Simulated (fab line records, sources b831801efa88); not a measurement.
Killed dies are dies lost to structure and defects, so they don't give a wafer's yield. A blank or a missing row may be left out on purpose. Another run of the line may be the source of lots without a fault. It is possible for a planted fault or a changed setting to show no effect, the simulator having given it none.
Problem report, 8D (eight disciplines) form, completed by code || flow gf180mcu || the parts of the form that need people (team, actions taken, sign-off) are left out

== 1. THE ISSUE ==
At GF_V2_DEVELOP_13, developer-temp-C averages 21.77 C over 9 wafers from 3 lots, while fault-free wafers read 20.99 C, standard deviation 0.12. Relative to the usual mean, that is a shift of +6.5 standard deviations.
The step: develop time 60 s.
Seen first at day 23 20:25 on litho-track-02, wafer L931.1. At this step, 42 wafers from 14 lots have a number in the record. The rule behind "out" and "out of limits": a value lying over 4 standard deviations away from the usual mean. Any other wafer with a number is counted as sound.

== 2. WHAT IT IS; WHAT IT IS NOT ==
{"question": "which readings at this step", "is": "developer-temp-C", "is not": "-"}
{"question": "which lots", "is": "L931, L932, L934", "is not": "L922, L923, L924, L925, L928, L929, L933, L937, L941, L942, L944"}
{"question": "which wafers of those lots", "is": "all that have a number", "is not": "-"}
{"question": "read on which tools", "is": "litho-track-02", "is not": "litho-track-03, litho-track-04"}
{"question": "when", "is": "from day 23 20:25", "is not": "up to then (18 sound wafers); but 15 sound wafers of L933, L937, L941, L942, L944 came after"}

== 3. WHAT RULES OUT EACH SUSPECT ==
Counting: a tool at any process step up to the reading remains a suspect when it ran all the lots that are out and ran no sound lot after the first of those.
- litho-track-02 at GF_V2_DEVELOP_13 (develop time 60 s): ruled out as a lasting fault. After its first lot that is out, L931 (day 23 20:25), sound lots L941, L942 ran on it.
Left after counting: nothing in the record.

== 4. THE CAUSE (what the simulator had put in) ==
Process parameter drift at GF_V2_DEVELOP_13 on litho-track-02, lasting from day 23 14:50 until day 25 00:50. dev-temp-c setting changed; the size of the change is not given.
Counting ruled it out, wrongly.

== 5. THE CHAIN OF EFFECTS, in route order ==
One row per reading whose mean, taken over the struck wafers that have a number, lies over 3 standard deviations from the usual. Only readings whose record carries a usual standard deviation are examined. hours: median over the lots of the time between each lot's start at the first step of this table that gives one and its start at this step. sigmas: the change, counted in usual standard deviations.
{"hours": 0, "step": "GF_V2_DEVELOP_13", "reading": "developer-temp-C", "usual": "20.99 C", "on struck wafers": 21.77, "change": "+0.78", "sigmas": "+6.5"}
Process steps it contains:
- GF_V2_DEVELOP_13: develop time 60 s.

== 6. WHAT WOULD HAVE CAUGHT IT SOONER ==
The fault began at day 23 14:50; the first out-of-limits reading in this record came at day 23 20:25, 6 hours later.
